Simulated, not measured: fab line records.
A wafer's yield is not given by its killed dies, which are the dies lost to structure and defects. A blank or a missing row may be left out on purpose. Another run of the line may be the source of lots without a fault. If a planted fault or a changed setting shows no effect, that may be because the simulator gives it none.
2 desks looking at one fault || flow sky130 || what lay behind the numbers comes last; until then each desk has only its own

== FOR THE TOOL OWNER'S DESK: plasma_asher-02 ==
The tool's own readings at SKY_LDD_HVP_STRIP_09 (strips in O2/N2): means of the sampled wafers that have a number, for each lot that ran on this tool. A lot is out of limits, marked OUT, if its mean lies more than 4 standard deviations from the usual mean; the brackets give that distance.
Columns: A = chamber_pressure_mTorr at SKY_LDD_HVP_STRIP_09, usual 1500.0 mTorr; B = drypump_motor_current_A at SKY_LDD_HVP_STRIP_09, usual 5.59 A; C = o2_flow_sccm at SKY_LDD_HVP_STRIP_09, usual 3002 sccm; D = oes_product_au at SKY_LDD_HVP_STRIP_09, usual 0.409 a.u.; E = strip_time_to_endpoint_s at SKY_LDD_HVP_STRIP_09, usual 4.140 s
{"lot": "L512", "first seen here": "day 22 06:04", "A": 1500.0, "B": 5.66, "C": 3001, "D": 0.409, "E": 4.140}
{"lot": "L515", "first seen here": "day 23 11:43", "A": 1500.5, "B": 5.43, "C": 3003, "D": 0.406, "E": 4.133}
{"lot": "L519", "first seen here": "day 25 09:31", "A": 1501.2, "B": 5.42, "C": 3001, "D": 0.407, "E": 4.140}
{"lot": "L525", "first seen here": "day 26 23:38", "A": 1501.0, "B": 5.68, "C": 2994, "D": 0.408, "E": 4.129}
{"lot": "L524", "first seen here": "day 27 00:25", "A": 1500.0, "B": 5.43, "C": 3008, "D": 0.407, "E": 4.159}
This desk's verdict: no lot among the 5 shows anything out of limits.

== METROLOGY DESK ==
Means of the sampled wafers that have a number, per lot and without regard to the tool the lot ran on: this is what the gauges read. A lot is out of limits, marked OUT, if its mean lies more than 4 standard deviations from the usual mean; the brackets give that distance.
Columns: A = CAP2M_CVD_00_THK at SKY_CAP2M_THK_MEAS_01, usual 15.54 nm
{"lot": "L512", "first seen here": "day 40 08:28", "A": 15.42}
{"lot": "L514", "first seen here": "day 41 06:30", "A": 15.69}
{"lot": "L515", "first seen here": "day 41 06:50", "A": 15.29}
{"lot": "L516", "first seen here": "day 41 12:59", "A": 15.61}
{"lot": "L517", "first seen here": "day 41 23:23", "A": 15.26}
{"lot": "L520", "first seen here": "day 42 19:47", "A": 15.66}
{"lot": "L519", "first seen here": "day 42 23:13", "A": 15.36}
{"lot": "L524", "first seen here": "day 44 04:26", "A": 15.44}
{"lot": "L525", "first seen here": "day 44 05:28", "A": 15.27}
{"lot": "L531", "first seen here": "day 45 16:06", "A": 15.74}
{"lot": "L533", "first seen here": "day 46 09:17", "A": 15.56}
This desk's verdict: no lot among the 11 shows anything out of limits.

== TAKEN TOGETHER ==
The desk of the tool owner found nothing out of limits.
Metrology desk: nothing out of limits seen.

== WHAT THE SIMULATOR PUT IN ==
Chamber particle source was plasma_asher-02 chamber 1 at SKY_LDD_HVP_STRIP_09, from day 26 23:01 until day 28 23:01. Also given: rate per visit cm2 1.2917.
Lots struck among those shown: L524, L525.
